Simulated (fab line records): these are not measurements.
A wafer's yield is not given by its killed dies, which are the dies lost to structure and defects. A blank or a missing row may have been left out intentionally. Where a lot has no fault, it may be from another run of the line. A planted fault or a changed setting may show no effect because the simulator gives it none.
fab line records | flow gf180mcu | part 1 of 2: steps 1 to 26 of 37
[record] lots = 5 wafers = 15 last_day = 34
route steps=602 shown HV_LDD@188
lots with no fault: from the same line, run without faults
start_h: hours from the record's first day to the start of the lot's first wafer shown | wait_h: how many hours have passed since the lot's step before this one | " as in the row above | L1.1+2: one row covering several wafers at once | - no value, or no start given | * or withheld: withheld | < > ~ a bound
route shown NAME@n: names a module that has steps shown in the file, with the first one's number in the route | usual: mean and standard deviation over wafers with no fault | same: alike in all rows | chamber/n: place in a boat | sites: each site's reading | _std_site: the values' standard deviation | _edge_site: outer sites' mean less inner sites' | radius_mm: how far each site lies from the wafer's centre | mask NAME#n: copy n | behind: the last tool/chamber to shape the wafer | hold: cause of the lot's hold/its duration in hours/its outcome | device: names the non-switching transistor (n, p or np) | end of line: the same wafers' tests at the end of the route | where a step has no rows: the recipe by itself | killed: not the wafer's yield, but the dies lost to structure and defects at the first sort | map: per-die view of a wafer (x killed, . not killed, _ where there is no die)
set.NAME: the run value of the setting; set.NAME@STEP: its run value at that earlier step | model.NAME: the simulator's own value behind a step, which no gauge read
a table for each step, a row for each wafer; lots at some steps of the route
services: when a tool's chamber went out of use (start_h, in hours from the record's first day, below 0 if earlier), for how many hours, and the reason
[[steps]]
[step GF_HV_LDD_DEHYDRATE_12]
[recipe] temp_c = 200 time_s = 60
[usual] exhaust_pa = 44.9/0.85
// columns lot.wafer tool chamber start_h wait_h exhaust_pa
L075.2 litho_track-02 0 232.06 8.0 45.6
L075.3 " 0 " " 44.3
L075.5 " 0 " " 45.7
L078.1 litho_track-03 0 252.96 8.7 44.8
L078.4 " 0 " " 44.5
L078.5 " 0 " " 45.0
L082.2 litho_track-01 0 286.59 9.1 46.2
L082.3 " 0 " " 45.5
L082.4 " 0 " " 45.0
L087.2 litho_track-03 0 319.43 9.7 43.7
L087.3 " 0 " " 43.8
L087.5 " 0 " " 43.9
L097.1 litho_track-02 0 402.14 10.6 44.1
L097.4 " 0 " " 44.3
L097.5 " 0 " " 44.9
[step GF_HV_LDD_HMDS_13]
[recipe] prime_time_s = 60 prime_temp_c = 120
[usual] exhaust_pa = 45.0/1
// columns lot.wafer tool chamber start_h wait_h exhaust_pa
L075.2 litho_track-02 0 232.21 0.1 42.5
L075.3 " 0 " " 44.5
L075.5 " 0 " " 44.0
L078.1 litho_track-03 0 253.11 0.1 44.5
L078.4 " 0 " " 44.7
L078.5 " 0 " " 44.6
L082.2 litho_track-01 0 286.74 0.1 44.2
L082.3 " 0 " " 45.2
L082.4 " 0 " " 45.3
L087.2 litho_track-03 0 319.58 0.1 46.1
L087.3 " 0 " " 45.9
L087.5 " 0 " " 46.8
L097.1 litho_track-02 0 402.29 0.1 45.4
L097.4 " 0 " " 46.7
L097.5 " 0 " " 46.2
[step GF_HV_LDD_COAT_14]
[recipe] resist = NOVOLAK spin_rpm = 3000 resist_thk_nm = 1000
[usual] exhaust_pa = 45.2/0.87
// columns lot.wafer tool chamber start_h wait_h exhaust_pa
L075.2 litho_track-02 0 232.36 0.1 44.3
L075.3 " 0 " " 44.4
L075.5 " 0 " " 45.5
L078.1 litho_track-03 0 253.26 0.1 45.7
L078.4 " 0 " " 44.7
L078.5 " 0 " " 44.4
L082.2 litho_track-01 0 286.89 0.1 45.8
L082.3 " 0 " " 45.6
L082.4 " 0 " " 45.3
L087.2 litho_track-03 0 319.73 0.1 43.2
L087.3 " 0 " " 44.7
L087.5 " 0 " " 45.1
L097.1 litho_track-02 0 402.44 0.1 46.5
L097.4 " 0 " " 44.9
L097.5 " 0 " " 45.2
[step GF_HV_LDD_SOFTBAKE_15]
[recipe] temp_c = 90 time_s = 60 resist = NOVOLAK
[usual] exhaust_pa = 44.9/0.99
// columns lot.wafer tool chamber start_h wait_h exhaust_pa
L075.2 litho_track-02 0 232.51 0.1 44.9
L075.3 " 0 " " 44.7
L075.5 " 0 " " 44.4
L078.1 litho_track-03 0 253.41 0.1 45.0
L078.4 " 0 " " 46.3
L078.5 " 0 " " 46.0
L082.2 litho_track-01 0 287.04 0.1 45.6
L082.3 " 0 " " 44.7
L082.4 " 0 " " 44.5
L087.2 litho_track-03 0 319.88 0.1 45.4
L087.3 " 0 " " 46.4
L087.5 " 0 " " 45.8
L097.1 litho_track-02 0 402.59 0.1 44.4
L097.4 " 0 " " 44.7
L097.5 " 0 " " 45.3
[step GF_HV_LDD_EXPOSE_16]
[recipe] mask_id = Pplus_LV_AREA target_cd_nm = 400 na = 0.6 source_shape = conventional sigma_outer = 0.6 dose_mj = 140
[same] na = 0.6
// columns lot.wafer tool chamber start_h wait_h mask
L075.2+3+5 iline_stepper-02 0 - - Pplus_LV_AREA#0
L078.1+4+5 iline_stepper-01 0 - - Pplus_LV_AREA#0
L082.2+3+4 iline_stepper-02 0 - - Pplus_LV_AREA#0
L087.2+3+5 iline_stepper-01 0 - - Pplus_LV_AREA#0
L097.1+4+5 iline_stepper-02 0 - - Pplus_LV_AREA#0
[step GF_HV_LDD_PEB_17]
[recipe] temp_c = withheld time_s = * resist = NOVOLAK
[usual] exhaust_pa = 45.1/0.91
// columns lot.wafer tool chamber start_h wait_h exhaust_pa
L075.2 litho_track-02 0 - - 45.1
L075.3 " 0 " " 45.5
L075.5 " 0 " " 45.8
L078.1 litho_track-03 0 - - 45.6
L078.4 " 0 " " 47.1
L078.5 " 0 " " 45.5
L082.2 litho_track-02 0 - - 44.6
L082.3 " 0 " " 46.0
L082.4 " 0 " " 44.3
L087.2 litho_track-03 0 - - 44.9
L087.3 " 0 " " 44.7
L087.5 " 0 " " 45.4
L097.1 litho_track-01 0 - - 46.2
L097.4 " 0 " " 45.9
L097.5 " 0 " " 46.5
[step GF_HV_LDD_DEVELOP_18]
[recipe] develop_time_s = 60 dev_temp_c = 23
[usual] exhaust_pa = 44.9/0.87
// columns lot.wafer tool chamber start_h wait_h exhaust_pa
L075.2 litho_track-02 0 240.66 0.1 44.0
L075.3 " 0 " " 44.5
L075.5 " 0 " " 43.7
L078.1 litho_track-03 0 263.06 0.1 44.7
L078.4 " 0 " " 43.5
L078.5 " 0 " " 44.9
L082.2 litho_track-02 0 297.11 0.1 43.9
L082.3 " 0 " " 45.5
L082.4 " 0 " " 45.0
L087.2 litho_track-03 0 330.58 0.1 45.2
L087.3 " 0 " " 44.8
L087.5 " 0 " " 44.9
L097.1 litho_track-01 0 414.26 0.1 46.1
L097.4 " 0 " " 44.3
L097.5 " 0 " " 44.5
[step GF_HV_LDD_CD_MEAS_19]
[recipe] target_cd_nm = 400
[usual] cd_nm = 399.5/2.2
// columns lot.wafer tool chamber start_h wait_h cd_nm
L075.2 cd_sem-02 - 240.81 0.1 400.6
L075.3 " - " " 399.8
L075.5 " - " " 400.9
L078.1 cd_sem-02 - 263.21 0.1 400.7
L078.4 " - " " 400.8
L078.5 " - " " 401.2
L082.2 cd_sem-02 - 297.26 0.1 400.9
L082.3 " - " " 399.9
L082.4 " - " " 398.1
L087.2 cd_sem-01 - 330.73 0.1 399.0
L087.3 " - " " 400.0
L087.5 " - " " 399.7
L097.1 cd_sem-01 - 414.41 0.1 401.9
L097.4 " - " " 400.3
L097.5 " - " " 397.9
[step GF_HV_LDD_OVL_MEAS_20]
[usual] HV_LDD_01_OVL = 0.6/1.2
// columns lot.wafer tool chamber start_h wait_h HV_LDD_01_OVL[nm]
L075.2 overlay-01 - 240.92 0.1 0.6
L075.3 " - " " 0.2
L075.5 " - " " 0.2
L078.1 overlay-02 - 263.33 0.1 1.8
L078.4 " - " " 0.6
L078.5 " - " " 1.6
L082.2 overlay-02 - 297.36 0.1 2.8
L082.3 " - " " 1.9
L082.4 " - " " 1.7
L087.2 overlay-02 - 330.83 0.1 0.9
L087.3 " - " " 0.9
L087.5 " - " " 0.9
L097.1 overlay-02 - 414.53 0.1 5.4
L097.4 " - " " 0.8
L097.5 " - " " 3.0
[step GF_HV_LDD_IMPLANT_21]
[recipe] species = BF2 energy_kev = 25 dose_cm2 = 5e+13 tilt_deg = 7
[usual] tilt_deg = 6.996/0.019
// columns lot.wafer tool chamber start_h wait_h tilt_deg
L075.2 implanter-03 0 240.97 0.0 7.016
L075.3 " 0 " " 6.976
L075.5 " 0 " " 7.015
L078.1 implanter-01 0 263.37 0.0 7.000
L078.4 " 0 " " 6.996
L078.5 " 0 " " 6.967
L082.2 implanter-03 0 297.42 0.0 7.012
L082.3 " 0 " " 7.003
L082.4 " 0 " " 7.002
L087.2 implanter-03 0 330.89 0.0 7.026
L087.3 " 0 " " 7.014
L087.5 " 0 " " 7.000
L097.1 implanter-03 0 414.57 0.0 7.000
L097.4 " 0 " " 6.987
L097.5 " 0 " " 6.980
[step GF_HV_LDD_STRIP_22]
[recipe] chemistry = O2/N2 power_w = 1400 pressure_mtorr = 1500 platen_temp_c = 250 o2_flow_sccm = 3000 n2_flow_sccm = 300 overash_fraction = 0.5
[usual] drypump_motor_current_A = 5.8/0.4 heater_power_w = 334/24 oes_product_au = 0.716/0.0048 strip_time_to_endpoint_s = 12.63/0.038
// columns lot.wafer tool chamber start_h wait_h drypump_motor_current_A heater_power_w oes_product_au rf_hours_counter_h strip_time_to_endpoint_s
L075.2 plasma_asher-04 1 241.10 0.1 5.3 324 0.718 57 12.58
L075.3 " 0 " " 6.2 345 0.715 - 12.61
L075.5 " 1 " " 5.3 326 0.722 - 12.58
L078.1 plasma_asher-01 0 263.52 0.1 5.6 309 0.721 16 12.65
L078.4 " 0 " " 5.6 298 0.713 - 12.67
L078.5 " 0 " " 5.6 300 0.717 - 12.65
L082.2 plasma_asher-01 0 297.54 0.1 5.6 294 0.719 20 12.60
L082.3 " 0 " " 5.6 298 0.717 - 12.61
L082.4 " 1 " " 6.0 331 0.712 - 12.59
L087.2 plasma_asher-04 0 331.01 0.1 6.3 348 0.714 66 12.63
L087.3 " 0 " " 6.3 343 0.722 - 12.63
L087.5 " 0 " " 6.3 339 0.719 - 12.62
L097.1 plasma_asher-04 1 414.72 0.1 5.3 321 0.718 75 12.66
L097.4 " 1 " " 5.3 326 0.709 - 12.66
L097.5 " 0 " " 6.2 336 0.705 - 12.69
[step GF_HV_LDD_TW_MEAS_23]
[usual] HV_LDD_2_TW = 1064/5.5
// columns lot.wafer tool chamber start_h wait_h HV_LDD_2_TW
L075.2 film_metro-01 - 241.21 0.1 1063
L075.3 " - " " 1072
L075.5 " - " " 1078
L078.1 film_metro-04 - 263.62 0.1 1065
L078.4 " - " " 1065
L078.5 " - " " 1066
L082.2 film_metro-03 - 297.65 0.1 1069
L082.3 " - " " 1068
L082.4 " - " " 1065
L087.2 film_metro-01 - 331.12 0.1 1058
L087.3 " - " " 1061
L087.5 " - " " 1060
L097.1 film_metro-01 - 414.82 0.1 1060
L097.4 " - " " 1063
L097.5 " - " " 1057
[step GF_HV_LDD_DEHYDRATE_24]
[recipe] temp_c = 200 time_s = 60
[usual] exhaust_pa = 45.1/0.82
// columns lot.wafer tool chamber start_h wait_h exhaust_pa
L075.2 litho_track-03 0 249.94 8.7 45.6
L075.3 " 0 " " 45.4
L075.5 " 0 " " 45.2
L078.1 litho_track-03 0 272.76 9.1 45.0
L078.4 " 0 " " 44.3
L078.5 " 0 " " 45.5
L082.2 litho_track-02 0 307.31 9.6 45.8
L082.3 " 0 " " 44.8
L082.4 " 0 " " 44.9
L087.2 litho_track-02 0 341.36 10.2 44.4
L087.3 " 0 " " 45.0
L087.5 " 0 " " 44.7
L097.1 litho_track-01 0 426.06 11.2 44.6
L097.4 " 0 " " 44.4
L097.5 " 0 " " 44.1
[step GF_HV_LDD_HMDS_25]
[recipe] prime_time_s = 60 prime_temp_c = 120
[usual] exhaust_pa = 45.2/0.82
// columns lot.wafer tool chamber start_h wait_h exhaust_pa
L075.2 litho_track-03 0 250.09 0.1 45.8
L075.3 " 0 " " 44.4
L075.5 " 0 " " 43.5
L078.1 litho_track-03 0 272.91 0.1 43.8
L078.4 " 0 " " 43.1
L078.5 " 0 " " 45.0
L082.2 litho_track-02 0 307.46 0.1 44.7
L082.3 " 0 " " 45.8
L082.4 " 0 " " 44.4
L087.2 litho_track-02 0 341.51 0.1 44.5
L087.3 " 0 " " 43.8
L087.5 " 0 " " 45.3
L097.1 litho_track-01 0 426.21 0.1 44.3
L097.4 " 0 " " 46.1
L097.5 " 0 " " 45.4
[step GF_HV_LDD_COAT_26]
[recipe] resist = NOVOLAK spin_rpm = 3000 resist_thk_nm = 1000
[usual] exhaust_pa = 45.0/0.99
// columns lot.wafer tool chamber start_h wait_h exhaust_pa
L075.2 litho_track-03 0 250.24 0.1 44.4
L075.3 " 0 " " 43.4
L075.5 " 0 " " 44.9
L078.1 litho_track-03 0 273.06 0.1 42.9
L078.4 " 0 " " 40.8
L078.5 " 0 " " 43.3
L082.2 litho_track-02 0 307.61 0.1 44.5
L082.3 " 0 " " 44.9
L082.4 " 0 " " 45.1
L087.2 litho_track-02 0 341.66 0.1 44.5
L087.3 " 0 " " 45.5
L087.5 " 0 " " 46.1
L097.1 litho_track-01 0 426.36 0.1 43.6
L097.4 " 0 " " 44.5
L097.5 " 0 " " 45.6
[step GF_HV_LDD_SOFTBAKE_27]
[recipe] temp_c = 90 time_s = 60 resist = NOVOLAK
[usual] exhaust_pa = 44.8/0.97
// columns lot.wafer tool chamber start_h wait_h exhaust_pa
L075.2 litho_track-03 0 250.39 0.1 42.6
L075.3 " 0 " " 42.7
L075.5 " 0 " " 42.2
L078.1 litho_track-03 0 273.21 0.1 46.4
L078.4 " 0 " " 46.1
L078.5 " 0 " " 46.1
L082.2 litho_track-02 0 307.76 0.1 43.7
L082.3 " 0 " " 45.9
L082.4 " 0 " " 43.6
L087.2 litho_track-02 0 341.81 0.1 45.1
L087.3 " 0 " " 46.2
L087.5 " 0 " " 45.1
L097.1 litho_track-01 0 426.51 0.1 45.5
L097.4 " 0 " " 44.4
L097.5 " 0 " " 43.8
[step GF_HV_LDD_EXPOSE_28]
[recipe] mask_id = Nplus_HV_AREA target_cd_nm = 400 na = 0.6 source_shape = conventional sigma_outer = 0.6 dose_mj = 140
[same] na = 0.6
// columns lot.wafer tool chamber start_h wait_h mask
L075.2+3+5 iline_stepper-02 0 - - Nplus_HV_AREA#0
L078.1+4+5 iline_stepper-02 0 - - Nplus_HV_AREA#0
L082.2+3+4 iline_stepper-01 0 - - Nplus_HV_AREA#0
L087.2+3+5 iline_stepper-01 0 - - Nplus_HV_AREA#0
L097.1+4+5 iline_stepper-01 0 - - Nplus_HV_AREA#0
[step GF_HV_LDD_PEB_29]
[recipe] temp_c = withheld time_s = * resist = NOVOLAK
[usual] exhaust_pa = 45.0/0.85
// columns lot.wafer tool chamber start_h wait_h exhaust_pa
L075.2 litho_track-03 0 - - 45.5
L075.3 " 0 " " 43.9
L075.5 " 0 " " 44.9
L078.1 litho_track-01 0 - - 46.2
L078.4 " 0 " " 44.8
L078.5 " 0 " " 45.8
L082.2 litho_track-03 0 - - 46.4
L082.3 " 0 " " 45.5
L082.4 " 0 " " 45.9
L087.2 litho_track-02 0 - - 46.1
L087.3 " 0 " " 44.4
L087.5 " 0 " " 45.1
L097.1 litho_track-01 0 - - 46.7
L097.4 " 0 " " 47.0
L097.5 " 0 " " 45.8
[step GF_HV_LDD_DEVELOP_30]
[recipe] develop_time_s = 60 dev_temp_c = 23
[usual] exhaust_pa = 45.3/0.84
// columns lot.wafer tool chamber start_h wait_h exhaust_pa
L075.2 litho_track-03 0 259.28 0.1 44.8
L075.3 " 0 " " 43.8
L075.5 " 0 " " 46.0
L078.1 litho_track-01 0 283.02 0.1 46.5
L078.4 " 0 " " 46.9
L078.5 " 0 " " 46.1
L082.2 litho_track-03 0 318.03 0.1 45.5
L082.3 " 0 " " 45.3
L082.4 " 0 " " 45.8
L087.2 litho_track-02 0 352.36 0.1 44.7
L087.3 " 0 " " 45.7
L087.5 " 0 " " 45.4
L097.1 litho_track-01 0 438.36 0.1 43.8
L097.4 " 0 " " 44.6
L097.5 " 0 " " 45.5
[step GF_HV_LDD_CD_MEAS_31]
[recipe] target_cd_nm = 400
[usual] cd_nm = 400.2/2.4
// columns lot.wafer tool chamber start_h wait_h cd_nm
L075.2 cd_sem-02 - 259.43 0.1 400.4
L075.3 " - " " 401.0
L075.5 " - " " 399.3
L078.1 cd_sem-02 - 283.17 0.1 399.2
L078.4 " - " " 402.0
L078.5 " - " " 402.4
L082.2 cd_sem-02 - 318.18 0.1 394.9
L082.3 " - " " 395.1
L082.4 " - " " 395.7
L087.2 cd_sem-01 - 352.51 0.1 400.2
L087.3 " - " " 398.1
L087.5 " - " " 401.4
L097.1 cd_sem-01 - 438.60 0.2 401.8
L097.4 " - " " 399.9
L097.5 " - " " 399.7
[step GF_HV_LDD_OVL_MEAS_32]
[usual] HV_LDD_02_OVL = 0.0/1.1
// columns lot.wafer tool chamber start_h wait_h HV_LDD_02_OVL[nm]
L075.2 overlay-01 - 259.54 0.1 0.2
L075.3 " - " " 1.1
L075.5 " - " " -0.5
L078.1 overlay-02 - 283.29 0.1 1.7
L078.4 " - " " -0.5
L078.5 " - " " 0.6
L082.2 overlay-01 - 318.29 0.1 -1.4
L082.3 " - " " -1.7
L082.4 " - " " 0.3
L087.2 overlay-01 - 352.61 0.1 0.3
L087.3 " - " " -0.7
L087.5 " - " " 1.1
L097.1 overlay-01 - 438.72 0.1 0.7
L097.4 " - " " -1.1
L097.5 " - " " 0.4
[step GF_HV_LDD_IMPLANT_33]
[recipe] species = P energy_kev = 60 dose_cm2 = 7.5e+12 tilt_deg = 30 rotation_deg = 0
[usual] tilt_deg = 30.003/0.022
// columns lot.wafer tool chamber start_h wait_h tilt_deg
L075.2 implanter-01 0 259.59 0.0 29.985
L075.3 " 0 " " 30.024
L075.5 " 0 " " 30.016
L078.1 implanter-03 0 283.32 0.0 29.967
L078.4 " 0 " " 29.978
L078.5 " 0 " " 30.009
L082.2 implanter-01 0 318.34 0.0 30.028
L082.3 " 0 " " 30.002
L082.4 " 0 " " 30.025
L087.2 implanter-01 0 352.67 0.0 29.992
L087.3 " 0 " " 30.054
L087.5 " 0 " " 30.013
L097.1 implanter-02 0 438.75 0.0 30.020
L097.4 " 0 " " 29.985
L097.5 " 0 " " 29.992
[step GF_HV_LDD_IMPLANT_34]
[recipe] species = P energy_kev = 60 dose_cm2 = 7.5e+12 tilt_deg = 30 rotation_deg = 90
[usual] tilt_deg = 30.002/0.019
// columns lot.wafer tool chamber start_h wait_h tilt_deg
L075.2 implanter-01 0 259.74 0.1 30.031
L075.3 " 0 " " 30.026
L075.5 " 0 " " 30.005
L078.1 implanter-03 0 283.47 0.1 29.969
L078.4 " 0 " " 30.016
L078.5 " 0 " " 29.977
L082.2 implanter-01 0 318.49 0.1 29.999
L082.3 " 0 " " 29.999
L082.4 " 0 " " 30.004
L087.2 implanter-01 0 352.82 0.1 30.006
L087.3 " 0 " " 30.042
L087.5 " 0 " " 30.000
L097.1 implanter-02 0 438.90 0.1 30.011
L097.4 " 0 " " 29.995
L097.5 " 0 " " 30.028
[step GF_HV_LDD_IMPLANT_35]
[recipe] species = P energy_kev = 60 dose_cm2 = 7.5e+12 tilt_deg = 30 rotation_deg = 180
[usual] tilt_deg = 29.998/0.02
// columns lot.wafer tool chamber start_h wait_h tilt_deg
L075.2 implanter-01 0 259.89 0.1 30.010
L075.3 " 0 " " 29.971
L075.5 " 0 " " 29.997
L078.1 implanter-03 0 283.62 0.1 30.002
L078.4 " 0 " " 29.977
L078.5 " 0 " " 29.974
L082.2 implanter-01 0 318.64 0.1 30.029
L082.3 " 0 " " 30.012
L082.4 " 0 " " 30.022
L087.2 implanter-01 0 352.97 0.1 30.005
L087.3 " 0 " " 30.019
L087.5 " 0 " " 30.001
L097.1 implanter-02 0 439.05 0.1 29.971
L097.4 " 0 " " 30.004
L097.5 " 0 " " 29.996
[step GF_HV_LDD_IMPLANT_36]
[recipe] species = P energy_kev = 60 dose_cm2 = 7.5e+12 tilt_deg = 30 rotation_deg = 270
[usual] tilt_deg = 29.999/0.021
// columns lot.wafer tool chamber start_h wait_h tilt_deg
L075.2 implanter-01 0 260.04 0.1 30.015
L075.3 " 0 " " 30.007
L075.5 " 0 " " 30.017
L078.1 implanter-03 0 283.77 0.1 29.978
L078.4 " 0 " " 30.011
L078.5 " 0 " " 29.977
L082.2 implanter-01 0 318.79 0.1 29.984
L082.3 " 0 " " 29.983
L082.4 " 0 " " 29.982
L087.2 implanter-01 0 353.12 0.1 29.969
L087.3 " 0 " " 29.968
L087.5 " 0 " " 29.952
L097.1 implanter-02 0 439.20 0.1 30.020
L097.4 " 0 " " 30.048
L097.5 " 0 " " 30.031
[step GF_HV_LDD_STRIP_37]
[recipe] chemistry = O2/N2 power_w = 1400 pressure_mtorr = 1500 platen_temp_c = 250 o2_flow_sccm = 3000 n2_flow_sccm = 300 overash_fraction = 0.5
[usual] drypump_motor_current_A = 5.8/0.36 heater_power_w = 329/22 oes_product_au = 0.715/0.0042 strip_time_to_endpoint_s = 12.639/0.03
// columns lot.wafer tool chamber start_h wait_h drypump_motor_current_A heater_power_w oes_product_au rf_hours_counter_h strip_time_to_endpoint_s
L075.2 plasma_asher-01 1 260.17 0.1 6.0 341 0.719 16 12.675
L075.3 " 0 " " 5.6 308 0.717 - 12.673
L075.5 " 1 " " 6.0 337 0.731 - 12.695
L078.1 plasma_asher-01 0 283.92 0.1 5.6 310 0.715 19 12.671
L078.4 " 1 " " 6.0 335 0.716 - 12.614
L078.5 " 0 " " 5.6 298 0.714 - 12.615
L082.2 plasma_asher-03 0 318.92 0.1 6.2 375 0.718 71 12.652
L082.3 " 0 " " 6.2 358 0.716 - 12.625
L082.4 " 1 " " 5.4 320 0.714 - 12.664
L087.2 plasma_asher-01 0 353.24 0.1 5.6 298 0.711 26 12.588
L087.3 " 1 " " 6.0 336 0.708 - 12.611
L087.5 " 0 " " 5.6 297 0.716 - 12.591
L097.1 plasma_asher-03 0 439.35 0.1 6.2 379 0.719 83 12.647
L097.4 " 0 " " 6.2 373 0.716 - 12.697
L097.5 " 1 " " 5.4 321 0.714 - 12.672
